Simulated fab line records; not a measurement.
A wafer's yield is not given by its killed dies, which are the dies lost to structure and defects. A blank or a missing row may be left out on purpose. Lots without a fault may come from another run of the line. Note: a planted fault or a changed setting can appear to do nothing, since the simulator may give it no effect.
Comparing a struck lot with a sound one    flow sky130    36 steps out of a route of 708
Sound: wafers L792.1, L792.2, L792.4. Wafers struck: L799.1, L799.2, L799.6. The cause is named last.
At each step with rows: each side's tool, then ch and its chambers, then its first start. Under that, the readings that differ: sound wafers    struck wafers    difference of the means    sigmas: that difference in standard deviations of wafers without a fault.
alike: a reading whose means differ by less than 2 such deviations, as well as words and numbers matching on both sides. not compared: withheld readings; readings where some wafer has no value; bounds like >300 that might hide an equal value; numbers whose values overlap and for which the record gives no deviation.
The two part at a step that has a row with sigmas, a row that says differs or no value, or rows on one side only. Numbers that don't overlap but have no deviation are shown without sigmas and don't part them. Lack of a reading on every wafer of one side parts them only where that side has two or more wafers.

first, 10 steps without rows for these wafers: SKY_GATE_OXIDE_HMDS_04 (prime time 60 s); SKY_GATE_OXIDE_COAT_05 (resist thk 1140 nm); SKY_GATE_OXIDE_SOFTBAKE_06 (time 60 s); SKY_GATE_OXIDE_EXPOSE_07 (exposes mask LVOM, target cd 600 nm); SKY_GATE_OXIDE_PEB_08; SKY_GATE_OXIDE_DEVELOP_09 (develop time 60 s); SKY_GATE_OXIDE_IMPLANT_11; SKY_GATE_OXIDE_WET_ETCH_12 (etches SiO2 in dHF, target depth 16.8 nm, time 319.8 s); SKY_GATE_OXIDE_STRIP_13 (strips in O2/N2); SKY_GATE_OXIDE_CLEAN_15 (cleans in SC1/SC2, time 150 s).
SKY_GATE_OXIDE_OXIDATION_16: stabilise 600 s, purge 300 s, target thk 3.57 nm.
  sound on furnace-01 ch 0, day 14 21:29; struck on furnace-02 ch 0, day 17 14:08
  alike: ramp-down-c-per-min, spike-tc-bottom-C, spike-tc-upper-C
then, 24 steps without rows for these wafers: SKY_POLY_GATE_CVD_00 (deposits poly-Si, target thk 180 nm, time 720 s); SKY_RES_PROTECT_DEHYDRATE_00 (time 60 s); SKY_RES_PROTECT_HMDS_01 (prime time 60 s); SKY_RES_PROTECT_COAT_02 (resist thk 1140 nm); SKY_RES_PROTECT_SOFTBAKE_03 (time 60 s); SKY_RES_PROTECT_EXPOSE_04 (exposes mask RPM, target cd 1270 nm); SKY_RES_PROTECT_PEB_05; SKY_RES_PROTECT_DEVELOP_06 (develop time 60 s); SKY_POLY_GATE_IMPLANT_02; SKY_RES_PROTECT_STRIP_07 (strips in O2/N2); SKY_RES_PROTECT_CLEAN_09 (cleans in SC1/SC2, time 150 s); SKY_POLY_GATE_CVD_03 (deposits Si3N4 from DCS/NH3, target thk 75 nm, time 1290 s); SKY_POLY_GATE_DEHYDRATE_05 (time 60 s); SKY_POLY_GATE_HMDS_06 (prime time 60 s); SKY_POLY_GATE_COAT_07 (resist thk 110 nm); SKY_POLY_GATE_COAT_08 (resist thk 450 nm); SKY_POLY_GATE_SOFTBAKE_09 (time 90 s); SKY_POLY_GATE_EXPOSE_10 (exposes mask P1M, target cd 150 nm); SKY_POLY_GATE_PEB_11; SKY_POLY_GATE_DEVELOP_12 (develop time 60 s); SKY_POLY_GATE_ETCH_15 (etches BARC in N2/H2, stops on SiO2, time 118.5 s, target depth 110 nm); SKY_POLY_GATE_ETCH_16 (etches Si3N4 in CH3F/O2, stops on poly-Si, time 147.5 s, target depth 75 nm); SKY_POLY_GATE_ETCH_17 (etches poly-Si in HBr/Cl2, stops on SiO2, target depth 180 nm, time 70.5 s); SKY_POLY_GATE_STRIP_18 (strips in O2/N2).
-- record jumps: 31 days separate the struck wafers' starts on either side; left off in module POLY_GATE, taken up again in module PAD_OPEN, whose first shown step is the route's number 708 --
SKY_PAD_OPEN_PROBE_99:
  sound: prober-01 at day 46 15:58; struck: prober-02 at day 48 10:08
  alike: killed_at_M0_to_M3, killed_at_M4_up, killed-at-contacts, killed-at-front-end, killed-at-other, killed-dies, killed-open, killed-short
  not compared: model.etest.cap-thin-oxide.gate-log10-a-cm2, model.etest.cap-thin-oxide.tox-acc-nm, model.etest.pfet_01v8.tox-inv-nm, model.etest.nfet_01v8.tox-inv-nm, model.etest.nfet_01v8_turned.vt-v, model.etest.nfet_01v8.body-rise-v

== WHERE THEY PART ==
Nowhere in this record.

WHY: what the simulator had put in
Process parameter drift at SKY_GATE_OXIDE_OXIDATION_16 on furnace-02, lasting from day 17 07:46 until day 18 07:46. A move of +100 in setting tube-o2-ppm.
